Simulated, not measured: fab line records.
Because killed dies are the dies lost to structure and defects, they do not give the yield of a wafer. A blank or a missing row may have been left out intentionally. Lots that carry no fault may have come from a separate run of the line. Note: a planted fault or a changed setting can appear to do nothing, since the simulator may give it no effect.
A struck lot beside a sound one	flow gf180mcu	24 steps out of a route of 602
Sound: these wafers, L910.4, L910.5, L910.6. Struck: wafers L918.2, L918.3, L918.6. At the end, the cause is stated.
At each step with rows: each side's tool, then ch and its chambers, then its first start. Under that, the readings that differ: sound wafers	struck wafers	difference of the means	sigmas: that difference in standard deviations of wafers without a fault.
alike: readings with means less than 2 such deviations apart, plus words and numbers identical on both sides. not compared: withheld readings, readings lacking a value on some wafer, bounds such as >300 that could conceal the same value, and numbers that have no deviation in the record and whose values overlap.
Wherever a step has rows on one side only, a row that says differs or no value, or a row with sigmas, the two part there. Non-overlapping numbers with no deviation appear without sigmas and do not part them. Lack of a reading on every wafer of one side parts them only where that side has two or more wafers.

GF_PSD_OVL_MEAS_08:
  struck on overlay-02, day 19 20:11; sound on overlay-01, day 16 04:50
  alike: PSD_OVL
next, for these wafers, 1 step has no rows: GF_PSD_IMPLANT_09.
GF_PSD_STRIP_10: strips in O2/N2.
  sound on plasmaAsher-04 ch 0,1, day 16 05:02; struck on plasmaAsher-02 ch 0,1, day 19 20:22
  alike: drypumpMotorCurrentA, heaterPowerW, oesProductAu, stripTimeToEndpointS
  not compared: rfHoursCounterH
GF_PSD_TW_MEAS_11:
  struck on filmMetro-03, day 19 20:28; sound on filmMetro-04, day 16 05:08
  alike: PSD_TW
then, 1 step without rows for these wafers: GF_PSD_CLEAN_12 (cleans in SC1/SC2, time 150 s).
GF_PSD_RTA_13: time 20 s.
  sound on rtpAnneal-02 ch 0, day 16 05:16; struck on rtpAnneal-02 ch 0, day 19 20:35
  alike: lampPowerPct, wafer_temp_C_max
GF_PSD_RS_MEAS_14: the measuring method here is four-point-probe.
  struck on filmMetro-04, day 19 20:40; sound on filmMetro-03, day 16 05:22
  alike: NSD_RS
GF_PSD_RS_MEAS_15: the measuring method here is four-point-probe.
  struck on filmMetro-04, day 19 20:47; sound on filmMetro-03, day 16 05:29
reading	sound	struck	difference	sigmas
PSD_RS (ohm/sq)	108.47 108.54 108.57	109.20 108.99 109.17	+0.59	+2
GF_SAB_CVD_00: deposits SiO2 from TEOS, target thk 50 nm, time 4.9302 s.
  sound on pecvd-04 ch 0,1,2, day 16 05:33; struck on pecvd-02 ch 0,1, day 19 20:53
  alike: heaterPowerW
GF_SAB_THK_MEAS_01:
  struck on filmMetro-03, day 19 20:55; sound on filmMetro-01, day 16 05:35
  alike: SAB_CVD_00_THK
then, 2 steps without rows for these wafers: GF_SAB_DEHYDRATE_02 (time 60 s); GF_SAB_HMDS_03 (prime time 60 s).
GF_SAB_COAT_04: resist thk 1000 nm.
  sound on lithoTrack-01 ch 0, day 16 16:32; struck on lithoTrack-03 ch 0, day 20 09:28
reading	sound	struck	difference	sigmas
model.NOVOLAK_of_SAB_COAT_04.thkNm (nm)	998.3 1000 1002	954.2 951.3 951.7	-47.7	
  alike: exhaustPa
then, 4 steps without rows for these wafers: GF_SAB_SOFTBAKE_05 (time 60 s); GF_SAB_EXPOSE_06 (exposes mask SAB, target cd 420 nm); GF_SAB_PEB_07; GF_SAB_DEVELOP_08 (develop time 60 s).
GF_SAB_CD_MEAS_09: the cd target is 420 nm.
  struck on cdSem-02, day 20 21:40; sound on cdSem-02, day 17 04:16
reading	sound	struck	difference	sigmas
cdNm (nm)	422.6 424.0 421.0	418.7 415.1 415.7	-6.0	-3
GF_SAB_OVL_MEAS_10:
  struck on overlay-01, day 20 21:46; sound on overlay-02, day 17 04:20
  alike: SAB_OVL
GF_SAB_ETCH_11: etches SiO2 in C4F8/O2/Ar, target depth 55 nm, time 8.5 s.
  sound on rieDiel-01 ch 2,3, day 17 04:21; struck on rieDiel-04 ch 2,3, day 20 21:48
reading	sound	struck	difference	sigmas
model.NOVOLAK_of_SAB_COAT_04.thkNm (nm)	987 989 990.8	942.6 939.9 940.2	-48.0	
model.SAB.cdNm (nm)	422.1 423.8 421.2	418.5 414.9 416.3	-5.8	
  alike: oesProductAu
  not compared: rfHoursCounterH
then, 1 step without rows for these wafers: GF_SAB_WET_ETCH_12 (etches SiO2 in dHF, target depth 22 nm, time 440 s).
GF_SAB_STRIP_13: strips in O2/N2.
  sound on plasmaAsher-03 ch 0,1, day 17 04:32; struck on plasmaAsher-04 ch 0,1, day 20 21:57
reading	sound	struck	difference	sigmas
stripTimeToEndpointS (s)	12.58 12.61 12.64	12.09 12.05 12.05	-0.55	-18
  alike: drypumpMotorCurrentA, heaterPowerW, oesProductAu
  not compared: rfHoursCounterH
then, 1 step without rows for these wafers: GF_SALICIDE_CLEAN_00 (cleans in SC1/SC2, time 150 s).
-- the record jumps here: 13 days lie between the struck wafers' starts before and after (it left off in module SALICIDE and takes up again in module PASSIVATION, whose first step shown is number 602 of the route) --
GF_PASSIVATION_PROBE_99:
  only the struck wafers here have rows in the record (prober-01, day 33 13:11); the sound ones have none

## WHERE THEY PART
Last at GF_PASSIVATION_PROBE_99 as far as this record goes, first at GF_PSD_RS_MEAS_15.

WHY: whatever the simulator had introduced
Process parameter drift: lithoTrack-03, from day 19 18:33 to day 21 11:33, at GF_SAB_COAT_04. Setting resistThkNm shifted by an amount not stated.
